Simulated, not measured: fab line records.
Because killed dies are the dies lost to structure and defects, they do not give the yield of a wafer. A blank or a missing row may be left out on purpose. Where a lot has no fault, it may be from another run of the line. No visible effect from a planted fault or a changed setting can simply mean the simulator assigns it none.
fab line records	flow sfqLine
[record] lots = 7	wafers = 21	lastDay = 90
route steps=325 shown I0@47 M1@58
lots with no fault: from the same line, run without faults
startH: hours from the record's opening day to when the first of the lot's shown wafers began	waitH: hours elapsed since this lot's preceding step	" repeats the value in the row above	L1.1+2: several wafers, shown together as one row	- no value, or no start was given	* or withheld: withheld	< > ~ a bound
route shown NAME@n: NAME is a module with steps in the file, n the number in the route of the first one	usual: mean/standard deviation of fault-free wafers	same: alike in all rows	chamber/n: place in a boat	sites: per-site readings	_std_site: standard deviation across them	_edge_site: the outer-site mean with the inner-site mean subtracted	radiusMm: how far each site lies from the wafer's centre	mask NAME#n: copy n	behind: the most recent tool/chamber to have shaped the wafer	hold: cause of the lot's hold/its duration in hours/its outcome	device: the transistor (n, p or np) that didn't switch	end of line: the tests these same wafers got at the end of their route	a step without rows: its recipe alone	killed: not the wafer's yield, but the dies lost to structure and defects at the first sort	map: dies across one wafer; x = killed, . = not, _ = none there
set.NAME: the setting the step ran with; set.NAME@STEP: the setting that earlier step ran with	model.NAME: the simulator's own value behind a step, which no gauge read
lots at selected steps of the route; one table per step, one row per wafer
services: a tool's chamber out of use, with start hour (startH, from the record's first day; less than 0 if before it), hours out, and reason
[[steps]]
[step SFQ_TRILAYER_I0_VIA_LITHO_COAT_036]
[recipe] resist = BARC	spinRpm = 3000	resistThkNm = 62
[step SFQ_TRILAYER_I0_VIA_LITHO_COAT_031]
[recipe] resist = KrF	spinRpm = 3000	resistThkNm = 650
[step SFQ_TRILAYER_I0_VIA_LITHO_SOFTBAKE_035]
[recipe] tempC = withheld	timeS = withheld	resist = KrF
[step SFQ_TRILAYER_I0_VIA_LITHO_EXPOSE_032]
[recipe] maskId = I0	na = 0.6	sourceShape = conventional	sigmaOuter = 0.65	targetCdNm = 500	doseMj = 21.3
[step SFQ_TRILAYER_I0_VIA_LITHO_PEB_034]
[recipe] pebTempC = 115	pebTimeS = 60	resist = KrF
[step SFQ_TRILAYER_I0_VIA_LITHO_DEVELOP_033]
[recipe] timeS = 60	resist = KrF
[step SFQ_I0_OVL_MEAS_908]
[usual] I0_OVL = 2/5.7
lot.wafer	tool	chamber	startH	waitH	I0_OVL[nm]
L217.1	overlay-01	-	388.90	0.1	0
L217.2	"	-	"	"	-2
L217.5	"	-	"	"	6
L219.2	overlay-01	-	396.11	0.1	5
L219.5	"	-	"	"	-2
L219.6	"	-	"	"	0
L222.2	overlay-02	-	403.31	0.1	13
L222.5	"	-	"	"	16
L222.6	"	-	"	"	14
L223.1	overlay-01	-	405.70	0.1	11
L223.3	"	-	"	"	8
L223.6	"	-	"	"	10
L230.1	overlay-02	-	534.71	0.1	-5
L230.4	"	-	"	"	-1
L230.5	"	-	"	"	3
L233.3	overlay-02	-	577.92	0.1	3
L233.4	"	-	"	"	1
L233.5	"	-	"	"	-1
L236.2	overlay-02	-	598.79	0.1	-3
L236.3	"	-	"	"	-2
L236.6	"	-	"	"	-6
[step SFQ_TRILAYER_I0_VIA_BARC_OPEN_VIA_ETCH_046]
[recipe] maskMaterial = PR	chemistry = O2	targetDepthNm = 125	target = BARC	sourceW = 500	biasW = 80	pressureMtorr = 30	timeS = 41.7
[usual] drypumpMotorCurrentA = 5.7/0.37	oesProductAu = 0.685/0.0045
[same] timeS = 41.7
lot.wafer	tool	chamber	startH	waitH	drypumpMotorCurrentA	oesProductAu	rfHoursCounterH
L217.1	rieDiel-02	2	388.94	0.0	6.1	0.690	90
L217.2	"	3	"	"	5.5	0.686	54
L217.5	"	2	"	"	6.1	0.681	-
L219.2	rieDiel-02	1	396.14	0.0	6.0	0.682	70
L219.5	"	3	"	"	5.4	0.686	-
L219.6	"	2	"	"	6.1	0.688	-
L222.2	rieDiel-02	2	403.34	0.0	6.1	0.693	90
L222.5	"	3	"	"	5.4	0.689	-
L222.6	"	0	"	"	5.1	0.680	-
L223.1	rieDiel-01	2	405.74	0.0	6.2	0.677	99
L223.3	"	1	"	"	5.8	0.685	8
L223.6	"	3	"	"	5.9	0.680	-
L230.1	rieDiel-02	1	534.75	0.0	6.0	0.688	72
L230.4	"	1	"	"	6.0	0.679	-
L230.5	"	0	"	"	5.1	0.682	-
L233.3	rieDiel-03	1	577.95	0.0	5.8	0.683	1
L233.4	"	2	"	"	5.8	0.684	10
L233.5	"	0	"	"	5.2	0.681	-
L236.2	rieDiel-03	2	598.82	0.0	5.7	0.680	10
L236.3	"	3	"	"	6.0	0.685	10
L236.6	"	0	"	"	5.2	0.694	-
[step SFQ_TRILAYER_I0_VIA_ETCH_VIA_ETCH_034]
[recipe] target = SiO2	stopOn = Nb	maskMaterial = PR	taperDeg = 20	chemistry = CHF3	targetDepthNm = 260	sourceW = 500	biasW = 80	pressureMtorr = 30	timeS = withheld
[usual] drypumpMotorCurrentA = 5.7/0.37	oesProductAu = 0.855/0.0046
lot.wafer	tool	chamber	startH	waitH	drypumpMotorCurrentA	oesProductAu
L217.1	rieDiel-02	2	388.98	0.0	6.1	0.857
L217.2	"	3	"	"	5.4	0.856
L217.5	"	2	"	"	6.1	0.849
L219.2	rieDiel-02	1	396.18	0.0	6.0	0.855
L219.5	"	3	"	"	5.5	0.852
L219.6	"	2	"	"	6.1	0.852
L222.2	rieDiel-02	2	403.38	0.0	6.1	0.850
L222.5	"	3	"	"	5.4	0.856
L222.6	"	0	"	"	5.1	0.855
L223.1	rieDiel-01	2	405.78	0.0	6.2	0.853
L223.3	"	1	"	"	5.8	0.860
L223.6	"	3	"	"	5.8	0.853
L230.1	rieDiel-02	1	534.79	0.0	6.0	0.857
L230.4	"	1	"	"	6.0	0.854
L230.5	"	0	"	"	5.1	0.865
L233.3	rieDiel-03	1	577.99	0.0	5.9	0.847
L233.4	"	2	"	"	5.7	0.858
L233.5	"	0	"	"	5.2	0.852
L236.2	rieDiel-03	2	598.86	0.0	5.7	0.852
L236.3	"	3	"	"	6.0	0.852
L236.6	"	0	"	"	5.2	0.846
[step SFQ_TRILAYER_I0_VIA_STRIP_STRIP_035]
[recipe] gas = O2	powerW = 200	platenTempC = 40	overashFraction = 0.65	chemistry = O2	pressureMtorr = 50
[usual] drypumpMotorCurrentA = 5.8/0.43	oesProductAu = 1.000/0.0081
lot.wafer	tool	chamber	startH	waitH	drypumpMotorCurrentA	oesProductAu	rfHoursCounterH
L217.1	rieMetal-01	1	389.09	-	5.9	1.015	91
L217.2	"	1	"	"	5.9	1.011	-
L217.5	"	1	"	"	5.9	1.011	-
L219.2	rieMetal-01	1	396.49	-	5.9	1.006	-
L219.5	"	1	"	"	5.9	0.994	-
L219.6	"	1	"	"	5.9	1.000	-
L222.2	rieMetal-02	1	403.49	-	5.4	1.012	156
L222.5	"	1	"	"	5.4	0.997	-
L222.6	"	0	"	"	6.3	0.996	-
L223.1	rieMetal-01	1	405.89	-	5.9	1.003	94
L223.3	"	0	"	"	6.5	1.009	-
L223.6	"	1	"	"	5.9	1.015	-
L230.1	rieMetal-04	0	534.90	-	5.1	1.008	121
L230.4	"	0	"	"	5.1	1.004	-
L230.5	"	0	"	"	5.1	1.004	-
L233.3	rieMetal-02	0	578.30	-	6.3	0.989	-
L233.4	"	1	"	"	5.4	1.009	-
L233.5	"	1	"	"	5.4	1.001	-
L236.2	rieMetal-02	0	598.97	-	6.3	0.989	17
L236.3	"	0	"	"	6.2	0.992	-
L236.6	"	0	"	"	6.2	0.986	-
[step SFQ_TRILAYER_I0_VIA_STRIP_SOLV_CLEAN_036]
[recipe] chemistry = NMP	tempC = 70	timeS = 600
[step SFQ_TRILAYER_M1_DEP_PRE_CLEAN_038]
[recipe] gas = Ar	timeS = 22.5	biasV = 250
[step SFQ_TRILAYER_M1_DEP_SPUTTER_037]
[recipe] material = Nb	basePressurePa = 1.33e-06	chamberPressurePa = 0.1333	substrateTempC = 20	resputterCathodeVoltageV = 400	targetThkNm = 200	powerW = 2000	timeS = 133.3
[usual] throttleValvePct = 30.3/0.91
[same] timeS = 133.3
lot.wafer	tool	chamber	startH	waitH	throttleValvePct
L217.1	pvdSputter-03	-	390.50	0.0	30.3
L217.2	"	-	"	"	30.6
L217.5	"	-	"	"	30.8
L219.2	pvdSputter-05	-	397.69	0.0	29.9
L219.5	"	-	"	"	30.3
L219.6	"	-	"	"	30.7
L222.2	pvdSputter-04	-	404.31	0.0	31.0
L222.5	"	-	"	"	30.9
L222.6	"	-	"	"	28.9
L223.1	pvdSputter-05	-	406.69	0.0	30.6
L223.3	"	-	"	"	30.1
L223.6	"	-	"	"	30.6
L223.1	pvdSputter-05	-	406.95	0.2	30.6
L223.3	"	-	"	"	30.1
L223.6	"	-	"	"	30.1
L230.1	pvdSputter-03	-	535.70	0.0	31.8
L230.4	"	-	"	"	30.4
L230.5	"	-	"	"	30.4
L230.1	pvdSputter-03	-	535.96	0.2	31.7
L230.4	"	-	"	"	30.4
L230.5	"	-	"	"	30.6
L233.3	pvdSputter-05	-	578.90	0.0	31.0
L233.4	"	-	"	"	30.5
L233.5	"	-	"	"	30.6
L233.3	pvdSputter-05	-	579.16	0.2	31.2
L233.4	"	-	"	"	30.1
L233.5	"	-	"	"	30.5
L236.2	pvdSputter-04	-	599.77	0.0	31.0
L236.3	"	-	"	"	28.9
L236.6	"	-	"	"	30.8
[step SFQ_M1_RS_MEAS_909]
[recipe] thkMeasGauge = four-point-probe	reads = Nb_of_TRILAYER_M1_DEP_SPUTTER_037
[usual] M1_NB_RS = 0.889/0.0088
lot.wafer	tool	chamber	startH	waitH	M1_NB_RS[ohm/sq]
L217.1	filmMetro-03	-	390.60	0.1	0.878
L217.2	"	-	"	"	0.882
L217.5	"	-	"	"	0.876
L219.2	filmMetro-01	-	397.81	0.1	0.883
L219.5	"	-	"	"	0.879
L219.6	"	-	"	"	0.872
L222.2	filmMetro-03	-	404.42	0.1	0.871
L222.5	"	-	"	"	0.868
L222.6	"	-	"	"	0.872
L223.1	filmMetro-03	-	407.04	0.0	0.439
L223.3	"	-	"	"	0.442
L223.6	"	-	"	"	0.442
L230.1	filmMetro-01	-	536.05	0.0	0.444
L230.4	"	-	"	"	0.446
L230.5	"	-	"	"	0.445
L233.3	filmMetro-01	-	579.29	0.1	0.446
L233.4	"	-	"	"	0.446
L233.5	"	-	"	"	0.443
L236.2	filmMetro-03	-	599.88	0.1	0.883
L236.3	"	-	"	"	0.890
L236.6	"	-	"	"	0.889
[step SFQ_TRILAYER_M1_LITHO_COAT_044]
[recipe] resist = BARC	spinRpm = 3000	resistThkNm = 62
[step SFQ_TRILAYER_M1_LITHO_COAT_039]
[recipe] resist = KrF	spinRpm = 2949	resistThkNm = 600
[step SFQ_TRILAYER_M1_LITHO_SOFTBAKE_043]
[recipe] tempC = withheld	timeS = withheld	resist = KrF
[step SFQ_TRILAYER_M1_LITHO_EXPOSE_040]
[recipe] maskId = M1	na = 0.6	sourceShape = conventional	sigmaOuter = 0.65	targetCdNm = 500	doseMj = 14.4
[step SFQ_TRILAYER_M1_LITHO_PEB_042]
[recipe] pebTempC = 115	pebTimeS = 60	resist = KrF
[step SFQ_TRILAYER_M1_LITHO_DEVELOP_041]
[recipe] timeS = 60	resist = KrF
[step SFQ_M1_OVL_MEAS_911]
[usual] M1_OVL = -2/5.9
lot.wafer	tool	chamber	startH	waitH	M1_OVL[nm]
L217.1	overlay-02	-	545.51	0.1	-2
L217.2	"	-	"	"	-2
L217.5	"	-	"	"	-1
L219.2	overlay-02	-	558.72	0.1	-6
L219.5	"	-	"	"	-10
L219.6	"	-	"	"	0
L222.2	overlay-02	-	565.92	0.1	-5
L222.5	"	-	"	"	6
L222.6	"	-	"	"	-2
L223.1	overlay-01	-	568.31	0.1	-5
L223.3	"	-	"	"	1
L223.6	"	-	"	"	-1
L230.1	overlay-01	-	710.87	0.1	1
L230.4	"	-	"	"	2
L230.5	"	-	"	"	0
L233.3	overlay-01	-	745.69	0.1	8
L233.4	"	-	"	"	2
L233.5	"	-	"	"	5
L236.2	overlay-01	-	771.76	0.1	-3
L236.3	"	-	"	"	-9
L236.6	"	-	"	"	-1
[step SFQ_TRILAYER_M1_BARC_OPEN_METAL_ETCH_054]
[recipe] maskMaterial = PR	chemistry = O2	targetDepthNm = 125	target = BARC	icpW = 600	biasW = 83.06	pressureMtorr = 10	timeS = 41.7
[usual] drypumpMotorCurrentA = 5.8/0.4	oesProductAu = 0.685/0.0051
[same] timeS = 41.7
lot.wafer	tool	chamber	startH	waitH	drypumpMotorCurrentA	oesProductAu	rfHoursCounterH
L217.1	rieMetal-03	1	545.55	0.0	6.0	0.689	36
L217.2	"	0	"	"	6.1	0.689	91
L217.5	"	1	"	"	6.0	0.689	-
L219.2	rieMetal-02	0	558.75	0.0	6.3	0.682	12
L219.5	"	0	"	"	6.3	0.681	-
L219.6	"	1	"	"	5.5	0.688	-
L222.2	rieMetal-03	1	565.95	0.0	6.0	0.688	38
L222.5	"	1	"	"	6.0	0.682	-
L222.6	"	0	"	"	6.1	0.695	-
L223.1	rieMetal-04	1	568.35	0.0	5.9	0.676	35
L223.3	"	1	"	"	5.9	0.685	-
L223.6	"	0	"	"	5.1	0.683	-
L230.1	rieMetal-04	1	710.91	0.0	5.8	0.680	57
L230.4	"	1	"	"	5.9	0.686	-
L230.5	"	1	"	"	5.8	0.685	-
L233.3	rieMetal-03	1	745.73	0.0	6.0	0.686	-
L233.4	"	0	"	"	6.1	0.689	-
L233.5	"	0	"	"	6.1	0.685	-
L236.2	rieMetal-03	0	771.79	0.0	6.1	0.686	123
L236.3	"	0	"	"	6.1	0.691	-
L236.6	"	0	"	"	6.1	0.690	-
[step SFQ_TRILAYER_M1_ETCH_METAL_ETCH_042]
[recipe] target = Nb	stopOn = SiO2	maskMaterial = PR	chemistry = Cl2/Ar	targetDepthNm = 240	icpW = 600	biasW = 80	pressureMtorr = 10	timeS = 120
[usual] drypumpMotorCurrentA = 5.8/0.4	oesProductAu = 0.895/0.006
[same] timeS = 120
lot.wafer	tool	chamber	startH	waitH	drypumpMotorCurrentA	oesProductAu	rfHoursCounterH	model.etch.depthNm	model.M1.featureDepthNm
L217.1	rieMetal-03	1	546.03	0.5	6.0	0.900	36	202.4	202.4
L217.2	"	0	"	"	6.1	0.900	91	201.6	201.6
L217.5	"	1	"	"	6.0	0.897	-	203.1	203.1
L219.2	rieMetal-02	0	558.80	0.0	6.3	0.896	12	201.6	201.6
L219.5	"	0	"	"	6.3	0.905	-	202.6	202.6
L219.6	"	1	"	"	5.4	0.899	-	204.5	204.5
L222.2	rieMetal-03	1	566.00	0.0	6.0	0.902	38	204.2	204.2
L222.5	"	1	"	"	6.0	0.902	-	204.6	204.6
L222.6	"	0	"	"	6.1	0.897	-	203.8	203.8
L223.1	rieMetal-04	1	568.40	0.0	5.8	0.997	35	238.8	238.8
L223.3	"	1	"	"	5.8	0.993	-	238.6	238.6
L223.6	"	0	"	"	5.1	0.996	-	240.1	240.1
L230.1	rieMetal-04	1	710.97	0.0	5.9	1.004	57	239.8	239.8
L230.4	"	1	"	"	5.8	1.002	-	239.1	239.1
L230.5	"	1	"	"	5.8	0.997	-	240.6	240.6
L233.3	rieMetal-03	1	745.81	0.1	6.0	1.002	-	239.2	239.2
L233.4	"	0	"	"	6.1	1.013	-	242.6	242.6
L233.5	"	0	"	"	6.1	1.008	-	242.4	242.4
L236.2	rieMetal-03	0	771.85	0.0	6.1	0.904	123	201.3	201.3
L236.3	"	0	"	"	6.1	0.897	-	199.9	199.9
L236.6	"	0	"	"	6.1	0.891	-	199.9	199.9
[step SFQ_TRILAYER_M1_STRIP_STRIP_043]
[recipe] gas = O2	powerW = 200	platenTempC = 40	overashFraction = 0.65	chemistry = O2	pressureMtorr = 50
[usual] drypumpMotorCurrentA = 5.8/0.4	oesProductAu = 1.000/0.0071
lot.wafer	tool	chamber	startH	waitH	drypumpMotorCurrentA	oesProductAu	rfHoursCounterH
L217.1	rieMetal-03	1	546.15	0.1	6.0	0.992	36
L217.2	"	0	"	"	6.1	0.996	91
L217.5	"	1	"	"	6.0	0.988	-
L219.2	rieMetal-02	0	558.93	0.1	6.3	0.986	12
L219.5	"	0	"	"	6.3	0.996	-
L219.6	"	1	"	"	5.5	1.000	-
L222.2	rieMetal-03	1	566.13	0.1	6.0	0.996	38
L222.5	"	1	"	"	6.0	1.007	-
L222.6	"	0	"	"	6.1	1.013	-
L223.1	rieMetal-04	1	568.53	0.1	5.8	1.000	36
L223.3	"	1	"	"	5.8	0.991	-
L223.6	"	0	"	"	5.1	0.999	-
L230.1	rieMetal-04	1	711.10	0.1	5.8	1.000	57
L230.4	"	1	"	"	5.8	1.001	-
L230.5	"	1	"	"	5.8	1.002	-
L233.3	rieMetal-03	1	746.10	0.2	6.0	0.986	-
L233.4	"	0	"	"	6.1	1.004	-
L233.5	"	0	"	"	6.1	1.008	-
L236.2	rieMetal-03	0	771.97	0.1	6.1	1.002	123
L236.3	"	0	"	"	6.1	1.008	-
L236.6	"	0	"	"	6.1	1.004	-
[[services]]
tool	chamber	startH	hours	kind
rieDiel-03	2	399.16	4.3	repair
rieMetal-01	0	436.33	35.0	repair
rieDiel-03	0	447.27	12.5	repair
rieMetal-04	-	448.85	15.6	pm
rieMetal-02	-	469.75	0.6	repair
rieDiel-02	2	481.19	4.3	repair
rieDiel-02	2	498.46	1.2	repair
rieMetal-02	1	502.60	2.3	repair
rieDiel-02	3	509.11	5.7	repair
rieMetal-03	-	521.13	4.4	repair
pvdSputter-05	-	522.14	1.0	repair
rieDiel-02	-	535.73	0.5	repair
rieMetal-02	0	580.57	3.7	repair
rieDiel-02	3	598.52	12.4	repair
rieMetal-04	0	679.11	6.2	repair
rieMetal-03	0	679.18	2.1	repair
pvdSputter-05	-	682.48	3.6	repair
rieDiel-02	-	687.08	2.8	pm
rieMetal-04	1	703.01	1.0	repair
rieDiel-03	2	704.23	4.7	repair
rieDiel-02	2	721.98	3.6	repair
rieDiel-03	1	728.98	40.1	repair
rieDiel-03	3	729.75	2.8	repair
rieMetal-02	1	747.28	5.9	repair
[[key]]
[firstSign] step = SFQ_TRILAYER_M1_DEP_SPUTTER_037	reading = visit	direction = added
[effect] step = SFQ_M1_RS_MEAS_909	reading = M1_NB_RS	direction = down	sigmas = 50	usual = 0.889	struck = 0.444
[effect] step = SFQ_TRILAYER_M1_ETCH_METAL_ETCH_042	reading = oesProductAu	direction = up	sigmas = 18	usual = 0.895	struck = 1.001
[modelEffect] step = SFQ_TRILAYER_M1_ETCH_METAL_ETCH_042	value = etch.depthNm	without = 199.9	struck = 240.1
metAt SFQ_TRILAYER_M1_DEP_SPUTTER_037
struckWafers L223.1,L223.3,L223.6,L230.1,L230.4,L230.5,L233.3,L233.4,L233.5
[fault] kind = repeatedStepWhole	tool = pvdSputter-03,pvdSputter-04,pvdSputter-05	chamber = -	onsetH = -	steps = SFQ_TRILAYER_M1_DEP_SPUTTER_037	times = 1	scope = struckLotsOnly
